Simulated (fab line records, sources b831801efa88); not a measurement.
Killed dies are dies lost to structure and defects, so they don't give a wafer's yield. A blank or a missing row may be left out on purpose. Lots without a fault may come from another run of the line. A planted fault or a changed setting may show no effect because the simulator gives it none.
Chamber matching | flow gf180mcu | GF_POLY_GATE_ETCH_13 on rie_si-02: 4 sister chambers
The step etches poly-Si in HBr/Cl2, stops on SiO2, target depth 198.5 nm, time 69.6 s. 18 wafers are shown with their chamber, then 9 later ones without.

WAFERS WITH THEIR CHAMBER
wafer  | chamber | drypump_motor_current_A (A) | throttle_valve_pct (%) | oes_product_au (a.u.)
L100.2 | 3       | 5.9                         | 33.695                 | 0.988
L100.5 | 1       | 5.9                         | 33.673                 | 0.989
L100.6 | 0       | 5.2                         | 33.693                 | 0.980
L101.2 | 2       | 5.9                         | 33.687                 | 0.990
L101.3 | 0       | 5.2                         | 33.666                 | 0.992
L101.5 | 1       | 5.9                         | 33.709                 | 0.996
L102.3 | 1       | 5.9                         | 33.668                 | 0.985
L102.5 | 1       | 5.9                         | 33.672                 | 0.997
L102.6 | 2       | 5.9                         | 33.688                 | 0.987
L103.2 | 1       | 5.9                         | 33.688                 | 0.974
L103.3 | 3       | 5.9                         | 33.679                 | 0.976
L103.5 | 1       | 5.9                         | 33.692                 | 0.983
L106.1 | 0       | 5.2                         | 33.668                 | 0.988
L106.4 | 1       | 5.9                         | 33.684                 | 0.989
L106.6 | 3       | 5.8                         | 33.691                 | 1.004
L114.1 | 3       | 5.9                         | 33.685                 | 0.997
L114.4 | 3       | 5.8                         | 33.680                 | 0.990
L114.6 | 0       | 5.2                         | 33.677                 | 0.996

SIGNATURES (means of the wafers above)
reading                 | chamber 0 | chamber 1 | chamber 2 | chamber 3 | scatter within a chamber
drypump_motor_current_A | 5.200     | 5.900     | 5.900     | 5.860     | 0.0293
throttle_valve_pct      | 33.67600  | 33.68371  | 33.68750  | 33.68600  | 0.0116
oes_product_au          | 0.98900   | 0.98757   | 0.98850   | 0.99100   | 0.00828
Rule: a wafer's distance from a chamber is the root of the sum, over the readings, of the square of ((its reading less the chamber's mean) divided by the reading's scatter). The wafer belongs to the nearest chamber; if the next one is less than 2 further off, it can't be placed. The scatter: the root of (the sum of the squares of (reading less its chamber's mean) over the shown wafers, divided by (wafers less chambers)).

WAFERS WITHOUT THEIR CHAMBER
wafer  | drypump_motor_current_A (A) | throttle_valve_pct (%) | oes_product_au (a.u.)
L117.3 | 5.9                         | 33.678                 | 0.985
L117.5 | 5.2                         | 33.705                 | 0.983
L117.6 | 5.9                         | 33.683                 | 0.997
L118.1 | 5.9                         | 33.676                 | 0.974
L118.3 | 5.9                         | 33.680                 | 0.993
L118.6 | 5.9                         | 33.699                 | 0.980
L119.4 | 5.2                         | 33.683                 | 0.999
L119.5 | 5.9                         | 33.689                 | 0.995
L119.6 | 5.9                         | 33.684                 | 0.972

WHICH CHAMBER EACH WENT THROUGH
wafer  | from the rows above          | in truth
L117.3 | can't be placed: 1 or 2 or 3 | 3
L117.5 | 0                            | 0
L117.6 | can't be placed: 2 or 1 or 3 | 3
L118.1 | can't be placed: 1 or 2 or 3 | 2
L118.3 | can't be placed: 1 or 2 or 3 | 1
L118.6 | can't be placed: 2 or 1 or 3 | 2
L119.4 | 0                            | 0
L119.5 | can't be placed: 2 or 1 or 3 | 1
L119.6 | can't be placed: 1 or 2 or 3 | 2
Placed correctly: 2 of 9. Can't be placed from these rows: 7 (the true chamber is among the candidates in 7). Placed wrongly: 0.
